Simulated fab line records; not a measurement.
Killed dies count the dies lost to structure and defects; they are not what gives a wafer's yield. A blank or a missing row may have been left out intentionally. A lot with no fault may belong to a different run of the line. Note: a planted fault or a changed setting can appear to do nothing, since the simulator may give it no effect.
fab line records    flow sfq-line
record: lots: 14  wafers: 42  last-day: 91
route steps=325 shown I1@76 I2@103 I3@134 M4@160
lots with no fault: from the same line, run without faults
start-h: hours from the record's opening day to when the first of the lot's shown wafers began    wait-h: hours since the lot's step before    " identical to the entry in the row above    L1.1+2: several wafers, shown together as one row    - no value, or no start was given    * or withheld: withheld    < > ~ a bound
route shown NAME@n: a module of which the file shows steps, and the number in the route of the first    usual: the fault-free wafers' mean and standard deviation    same: alike in all rows    chamber/n: place in a boat    sites: per-site readings    _std_site: how widely they spread, as a standard deviation    _edge_site: mean of outer sites minus mean of inner sites    radius-mm: how far each site lies from the wafer's centre    mask NAME#n: copy n    behind: the most recent tool/chamber to have shaped the wafer    hold: what put the lot on hold/how long, in hours/how the hold closed    device: which transistor (n, p or np) failed to switch    end of line: tests run on the same wafers once the route is complete    a step given without rows: its recipe and nothing more    killed: at the first sort, the dies lost to defects and structure; wafer yield is something else    map: per-die view of a wafer (x killed, . not killed, _ where there is no die)
set.NAME: the setting the step ran with; set.NAME@STEP: the setting that earlier step ran with    model.NAME: the simulator's own value behind a step, which no gauge read
a sample of lots followed through the steps of the route, with each step as a table and each wafer as a row
services: from which hour (start-h, from the record's first day; less than 0 if before it) a tool's chamber was out of use, for how many hours, and why
== steps ==
step: SFQ_TRILAYER_I1_METRO_MEASURE_047
usual: thk-nm: 200.3/1
lot.wafer  tool           chamber  start-h  wait-h  thk-nm
L377.3     film-metro-04  -        551.59   0.5     201.1
L377.4     "              -        "        "       202.1
L377.6     "              -        "        "       201.4
L378.2     film-metro-02  -        558.30   0.3     201.1
L378.3     "              -        "        "       201.6
L378.5     "              -        "        "       201.8
L379.1     film-metro-01  -        562.90   0.1     201.3
L379.3     "              -        "        "       201.0
L379.4     "              -        "        "       199.1
L380.2     film-metro-04  -        566.41   0.3     201.5
L380.5     "              -        "        "       201.1
L380.6     "              -        "        "       200.3
L386.2     film-metro-01  -        628.60   0.3     201.8
L386.3     "              -        "        "       200.6
L386.6     "              -        "        "       201.1
L387.1     film-metro-01  -        672.09   0.1     198.5
L387.4     "              -        "        "       199.7
L387.5     "              -        "        "       199.2
L391.1     film-metro-04  -        735.47   0.1     200.2
L391.3     "              -        "        "       200.0
L391.4     "              -        "        "       198.9
L394.3     film-metro-01  -        757.70   0.5     199.5
L394.4     "              -        "        "       199.2
L394.6     "              -        "        "       200.3
L395.2     film-metro-02  -        772.54   0.3     199.1
L395.4     "              -        "        "       200.5
L395.5     "              -        "        "       201.1
L396.1     film-metro-01  -        775.94   0.1     198.3
L396.4     "              -        "        "       198.5
L396.5     "              -        "        "       199.6
L397.1     film-metro-01  -        780.14   0.1     199.8
L397.5     "              -        "        "       200.4
L397.6     "              -        "        "       202.0
L398.1     film-metro-02  -        783.16   0.1     200.0
L398.2     "              -        "        "       199.3
L398.6     "              -        "        "       199.6
L399.1     film-metro-02  -        790.34   0.1     201.2
L399.2     "              -        "        "       200.9
L399.3     "              -        "        "       198.7
L400.1     film-metro-01  -        793.94   0.1     200.2
L400.3     "              -        "        "       199.1
L400.5     "              -        "        "       200.1
step: SFQ_TRILAYER_I2_DEP_PECVD_063
recipe: material: SiO2  temp-c: 150  time-s: 111.11  pressure-torr: 2.4  rf-w: 183.3  precursor: SiH4/N2O  target-thk-nm: 500
usual: heater-power-w: 78/11  susceptor-temp-C: 149.97/0.13  throttle-valve-pct: 25.8/1.4
lot.wafer  tool      chamber  start-h  wait-h  heater-power-w  susceptor-temp-C  throttle-valve-pct
L377.3     pecvd-03  0        559.78   0.0     79              150.26            28.1
L377.4     "         0        "        "       82              150.27            27.9
L377.6     "         2        "        "       64              149.77            25.1
L378.2     pecvd-01  2        566.06   0.0     75              150.03            24.2
L378.3     "         0        "        "       101             149.83            23.2
L378.5     "         0        "        "       105             149.83            23.2
L379.1     pecvd-03  1        572.03   0.0     69              149.80            27.1
L379.3     "         2        "        "       70              149.99            25.2
L379.4     "         0        "        "       80              150.08            28.0
L380.2     pecvd-03  2        574.72   0.0     72              149.95            25.2
L380.5     "         2        "        "       73              150.03            25.4
L380.6     "         0        "        "       83              149.71            27.9
L386.2     pecvd-01  0        678.35   0.0     108             149.89            23.5
L386.3     "         2        "        "       76              149.94            24.8
L386.6     "         0        "        "       112             150.05            23.5
L387.1     pecvd-03  0        687.95   0.0     80              149.97            28.2
L387.4     "         1        "        "       78              149.81            27.3
L387.5     "         2        "        "       77              149.97            25.1
L391.1     pecvd-04  1        896.38   0.0     75              149.90            25.5
L391.3     "         0        "        "       66              149.96            25.0
L391.4     "         1        "        "       78              149.87            25.5
L394.3     pecvd-03  1        919.17   0.0     77              150.09            27.3
L394.4     "         0        "        "       69              150.14            28.0
L394.6     "         0        "        "       73              149.92            27.8
L395.2     pecvd-04  0        932.09   0.0     56              150.18            24.9
L395.4     "         2        "        "       91              150.06            25.0
L395.5     "         1        "        "       79              149.91            25.4
L396.1     pecvd-04  0        934.55   0.0     60              149.91            24.9
L396.4     "         1        "        "       75              149.89            25.4
L396.5     "         0        "        "       61              149.73            24.9
L397.1     pecvd-04  2        941.73   0.0     89              149.98            25.4
L397.5     "         0        "        "       66              150.08            24.9
L397.6     "         1        "        "       73              149.88            25.2
L398.1     pecvd-01  2        945.52   0.0     78              149.87            25.4
L398.2     "         0        "        "       101             150.07            23.6
L398.6     "         1        "        "       79              149.90            26.2
L399.1     pecvd-04  2        954.13   0.0     90              150.10            25.4
L399.2     "         0        "        "       66              149.76            25.0
L399.3     "         1        "        "       80              149.92            25.4
L400.1     pecvd-01  2        955.16   0.0     69              149.92            25.5
L400.3     "         0        "        "       107             149.99            23.8
L400.5     "         2        "        "       73              149.85            25.4
step: SFQ_TRILAYER_I3_CMP_CMP_082
recipe: material: SiO2  down-force-psi: 3  platen-rpm: 60  pad-velocity-m-s: 0.94248
usual: motor-current-A: 10.0/1.3  time-to-endpoint-s: 216/5.6
lot.wafer  tool    chamber  start-h  wait-h  motor-current-A  time-to-endpoint-s
L377.4     cmp-02  2        903.14   12.9    12.3             217
L377.3     "       0        904.14   13.9    10.8             214
L377.6     "       1        "        "       10.3             211
L378.2     cmp-01  1        912.68   15.3    10.0             202
L378.3     "       2        "        "       11.7             203
L378.5     "       3        "        "       8.8              206
L379.3     cmp-02  1        920.64   17.2    10.4             203
L379.1     "       3        921.64   18.2    8.5              206
L379.4     "       0        "        "       10.8             211
L380.2     cmp-02  2        930.64   20.0    12.0             210
L380.6     "       0        931.64   21.0    11.0             217
L380.5     "       1        "        "       10.2             215
L386.2     cmp-02  1        1005.76  14.8    10.7             214
L386.3     "       2        "        "       11.9             206
L386.6     "       2        1008.26  17.2    11.6             202
L387.4     cmp-02  2        1008.76  14.1    11.7             203
L387.1     "       0        1009.76  15.2    10.3             223
L387.5     "       3        1011.26  16.6    8.6              217
L391.3     cmp-01  1        1056.21  2.4     9.7              213
L391.1     "       3        1057.21  3.4     8.7              208
L391.4     "       0        "        "       8.8              221
L394.4     cmp-02  0        1083.57  0.8     10.8             222
L394.3     "       1        "        "       10.3             211
L394.6     "       0        1085.57  2.8     10.8             215
L395.4     cmp-01  0        1092.16  0.7     8.5              217
L395.2     "       3        1093.66  2.2     8.3              208
L395.5     "       0        "        "       8.5              215
L396.4     cmp-01  1        1095.16  0.1     9.6              224
L396.1     "       2        "        "       11.8             223
L396.5     "       1        1097.16  2.1     8.8              220
L397.1     cmp-02  3        1102.09  1.0     8.8              213
L397.5     "       1        1103.09  2.0     10.2             216
L397.6     "       2        "        "       11.5             214
L398.1     cmp-01  0        1235.30  0.6     8.2              210
L398.2     "       2        1236.30  1.6     12.4             216
L398.6     "       0        1237.30  2.6     8.7              210
L399.3     cmp-01  0        1247.80  7.1     8.5              217
L399.1     "       1        "        "       9.4              219
L399.2     "       2        "        "       12.0             221
L400.1     cmp-02  2        1249.67  5.4     12.0             218
L400.3     "       3        "        "       8.5              210
L400.5     "       2        1251.67  7.4     11.0             225
step: SFQ_TRILAYER_I3_METRO_MEASURE_083
usual: thk-nm: 200.4/0.88
lot.wafer  tool           chamber  start-h  wait-h  thk-nm
L377.3     film-metro-02  -        906.16   0.5     201.4
L377.4     "              -        "        "       200.2
L377.6     "              -        "        "       201.0
L378.2     film-metro-02  -        915.00   0.3     200.1
L378.3     "              -        "        "       199.7
L378.5     "              -        "        "       200.0
L379.1     film-metro-04  -        923.76   0.1     200.8
L379.3     "              -        "        "       199.8
L379.4     "              -        "        "       200.9
L380.2     film-metro-04  -        932.96   0.3     201.1
L380.5     "              -        "        "       200.0
L380.6     "              -        "        "       199.8
L386.2     film-metro-04  -        1009.08  0.3     199.8
L386.3     "              -        "        "       220.1
L386.6     "              -        "        "       218.9
L387.1     film-metro-02  -        1011.88  0.1     200.0
L387.4     "              -        "        "       219.1
L387.5     "              -        "        "       199.6
L391.1     film-metro-02  -        1059.33  0.1     200.2
L391.3     "              -        "        "       198.3
L391.4     "              -        "        "       198.4
L394.3     film-metro-01  -        1087.09  0.5     200.0
L394.4     "              -        "        "       199.2
L394.6     "              -        "        "       198.9
L395.2     film-metro-04  -        1095.48  0.3     201.2
L395.4     "              -        "        "       200.6
L395.5     "              -        "        "       200.4
L396.1     film-metro-04  -        1098.28  0.1     200.0
L396.4     "              -        "        "       201.3
L396.5     "              -        "        "       200.4
L397.1     film-metro-02  -        1104.21  0.1     199.7
L397.5     "              -        "        "       200.6
L397.6     "              -        "        "       201.3
L398.1     film-metro-01  -        1238.42  0.1     201.3
L398.2     "              -        "        "       201.1
L398.6     "              -        "        "       200.5
L399.1     film-metro-04  -        1250.42  0.1     199.9
L399.2     "              -        "        "       199.6
L399.3     "              -        "        "       200.4
L400.1     film-metro-02  -        1252.29  0.1     201.3
L400.3     "              -        "        "       200.7
L400.5     "              -        "        "       200.7
step: SFQ_TRILAYER_I3_VIA_ETCH_VIA_ETCH_088
recipe: target: SiO2  stop-on: Nb  mask-material: PR  taper-deg: 20  chemistry: CHF3  target-depth-nm: 260  source-w: 500  bias-w: 80  pressure-mtorr: 30  time-s: withheld
usual: drypump-motor-current-A: 5.6/0.43  oes-product-au: 0.856/0.005
lot.wafer  tool         chamber  start-h  wait-h  drypump-motor-current-A  oes-product-au
L377.3     rie-diel-04  0        1042.09  0.0     5.0                      0.857
L377.4     "            3        "        "       5.7                      0.854
L377.6     "            2        "        "       5.0                      0.850
L378.2     rie-diel-02  2        1049.29  0.0     6.1                      0.862
L378.3     "            3        "        "       5.4                      0.852
L378.5     "            1        "        "       6.0                      0.845
L379.1     rie-diel-04  2        1058.89  0.0     5.0                      0.857
L379.3     "            1        "        "       6.0                      0.859
L379.4     "            3        "        "       5.7                      0.860
L380.2     rie-diel-01  0        1065.36  0.0     5.4                      0.859
L380.5     "            3        "        "       5.9                      0.859
L380.6     "            0        "        "       5.4                      0.853
L386.2     rie-diel-04  2        1136.29  0.0     5.0                      0.851
L386.3     "            0        "        "       5.0                      0.908
L386.6     "            3        "        "       5.7                      0.895
L387.1     rie-diel-02  1        1141.09  0.0     6.1                      0.853
L387.4     "            0        "        "       5.1                      0.901
L387.5     "            2        "        "       6.1                      0.849
L391.1     rie-diel-04  2        1189.34  0.0     5.0                      0.858
L391.3     "            3        "        "       5.7                      0.851
L391.4     "            3        "        "       5.7                      0.846
L394.3     rie-diel-01  0        1221.71  0.0     5.4                      0.865
L394.4     "            1        "        "       5.8                      0.858
L394.6     "            3        "        "       5.9                      0.856
L395.2     rie-diel-01  3        1227.71  0.0     5.9                      0.866
L395.4     "            2        "        "       6.2                      0.855
L395.5     "            3        "        "       5.9                      0.864
L396.1     rie-diel-02  0        1230.08  0.0     5.1                      0.861
L396.4     "            2        "        "       6.1                      0.855
L396.5     "            0        "        "       5.0                      0.856
L397.1     rie-diel-01  2        1231.28  0.0     6.2                      0.860
L397.5     "            1        "        "       5.8                      0.861
L397.6     "            2        "        "       6.2                      0.857
L398.1     rie-diel-02  3        1241.95  0.0     5.4                      0.860
L398.2     "            1        "        "       6.0                      0.863
L398.6     "            1        "        "       6.0                      0.854
L399.1     rie-diel-01  3        1254.08  0.0     5.9                      0.852
L399.2     "            2        "        "       6.3                      0.859
L399.3     "            0        "        "       5.4                      0.862
L400.1     rie-diel-04  2        1255.82  0.0     5.0                      0.858
L400.3     "            0        "        "       5.0                      0.855
L400.5     "            1        "        "       6.0                      0.854
step: SFQ_TRILAYER_M4_ETCH_METAL_ETCH_096
recipe: target: Nb  stop-on: SiO2  mask-material: PR  chemistry: Cl2/Ar  target-depth-nm: 240  icp-w: 600  bias-w: 80  pressure-mtorr: 10  time-s: 120
usual: drypump-motor-current-A: 5.9/0.42  oes-product-au: 0.895/0.0073
lot.wafer  tool          chamber  start-h  wait-h  drypump-motor-current-A  oes-product-au  rf-hours-counter-h
L377.3     rie-metal-01  1        1048.33  0.1     5.9                      0.897           -
L377.4     "             0        "        "       6.5                      0.891           -
L377.6     "             0        "        "       6.5                      0.900           -
L378.2     rie-metal-03  1        1056.86  0.0     6.0                      0.896           112
L378.3     "             1        "        "       6.0                      0.908           -
L378.5     "             1        "        "       6.0                      0.892           -
L379.1     rie-metal-03  0        1188.16  0.0     6.1                      0.888           48
L379.3     "             1        "        "       6.0                      0.888           -
L379.4     "             0        "        "       6.1                      0.895           -
L380.2     rie-metal-01  0        1198.80  0.0     6.5                      0.894           102
L380.5     "             1        "        "       5.9                      0.887           -
L380.6     "             0        "        "       6.4                      0.901           -
L386.2     rie-metal-03  1        1275.43  0.0     6.0                      0.897           8
L386.3     "             1        "        "       6.0                      0.891           -
L386.6     "             0        "        "       6.1                      0.890           -
L387.1     rie-metal-01  1        1277.83  0.0     5.9                      0.893           68
L387.4     "             0        "        "       6.5                      0.894           -
L387.5     "             0        "        "       6.5                      0.896           -
L391.1     rie-metal-04  1        1323.53  0.0     5.8                      0.892           10
L391.3     "             0        "        "       5.1                      0.889           -
L391.4     "             1        "        "       5.8                      0.894           -
L394.3     rie-metal-01  1        1348.87  0.1     5.9                      0.889           -
L394.4     "             1        "        "       5.9                      0.905           -
L394.6     "             1        "        "       5.9                      0.890           -
L395.2     rie-metal-04  0        1357.25  0.0     5.1                      0.888           96
L395.4     "             1        "        "       5.8                      0.895           -
L395.5     "             1        "        "       5.9                      0.894           -
L396.1     rie-metal-03  1        1359.65  0.0     6.0                      0.894           21
L396.4     "             0        "        "       6.1                      0.896           -
L396.5     "             1        "        "       6.0                      0.903           -
L397.1     rie-metal-04  0        1362.05  0.0     5.1                      0.899           96
L397.5     "             1        "        "       5.8                      0.893           -
L397.6     "             0        "        "       5.1                      0.900           -
L398.1     rie-metal-01  0        1376.58  0.0     6.4                      0.889           2
L398.2     "             1        "        "       5.9                      0.897           85
L398.6     "             1        "        "       5.9                      0.893           -
L399.1     rie-metal-03  0        1386.60  0.0     6.1                      0.880           81
L399.2     "             1        "        "       6.0                      0.889           24
L399.3     "             0        "        "       6.1                      0.883           -
L400.1     rie-metal-04  1        1387.80  0.0     5.8                      0.908           21
L400.3     "             0        "        "       5.1                      0.909           -
L400.5     "             0        "        "       5.1                      0.906           -
== services ==
tool           chamber  start-h  hours  kind
film-metro-02  -        538.93   1.9    pm
film-metro-04  -        553.17   0.9    pm
film-metro-04  -        554.15   0.4    pm
film-metro-02  -        588.29   1.5    repair
film-metro-04  -        589.51   0.3    pm
film-metro-01  -        699.13   0.8    pm
film-metro-02  -        707.35   2.3    pm
film-metro-01  -        720.03   0.3    pm
film-metro-01  -        744.24   1.4    pm
film-metro-04  -        746.95   0.8    pm
film-metro-02  -        784.36   0.5    pm
film-metro-02  -        791.57   3.3    repair
film-metro-04  -        798.17   0.6    pm
film-metro-04  -        834.51   0.4    pm
film-metro-02  -        871.38   0.5    pm
film-metro-02  -        897.93   3.2    pm
film-metro-02  -        925.74   0.7    pm
film-metro-02  -        951.11   0.9    pm
film-metro-02  -        1028.93  0.6    pm
film-metro-02  -        1034.38  10.5   pm
film-metro-02  -        1170.74  1.9    pm
film-metro-02  -        1196.11  1.3    pm
film-metro-02  -        1273.93  0.3    pm
film-metro-02  -        1303.76  2.1    pm
== key ==
first-sign: step: SFQ_TRILAYER_I3_CMP_CMP_082  reading: time-to-endpoint-s  direction: down  sigmas: 2.2  usual: *  struck: *
effect: step: SFQ_TRILAYER_I3_METRO_MEASURE_083  reading: thk-nm  direction: up  sigmas: 22  usual: 200.4  struck: 219.3
effect: step: SFQ_TRILAYER_I3_VIA_ETCH_VIA_ETCH_088  reading: oes-product-au  direction: up  sigmas: 9.2  usual: 0.856  struck: 0.902
met-at SFQ_TRILAYER_I3_CMP_CMP_082
struck-lots L386,L387
struck-wafers L386.3,L386.6,L387.4
not-acting-at SFQ_TRILAYER_I1_METRO_MEASURE_047,SFQ_TRILAYER_I2_DEP_PECVD_063,SFQ_TRILAYER_M4_ETCH_METAL_ETCH_096
onset-between 930.64 1005.76
fault: kind: process-parameter-drift  tool: cmp-02  chamber: 2  onset-h: 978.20  steps: SFQ_TRILAYER_I3_CMP_CMP_082  channel: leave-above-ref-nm  offset: 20  shape: step  end-h: 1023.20  acts-in: these-recipes-only  stated: 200
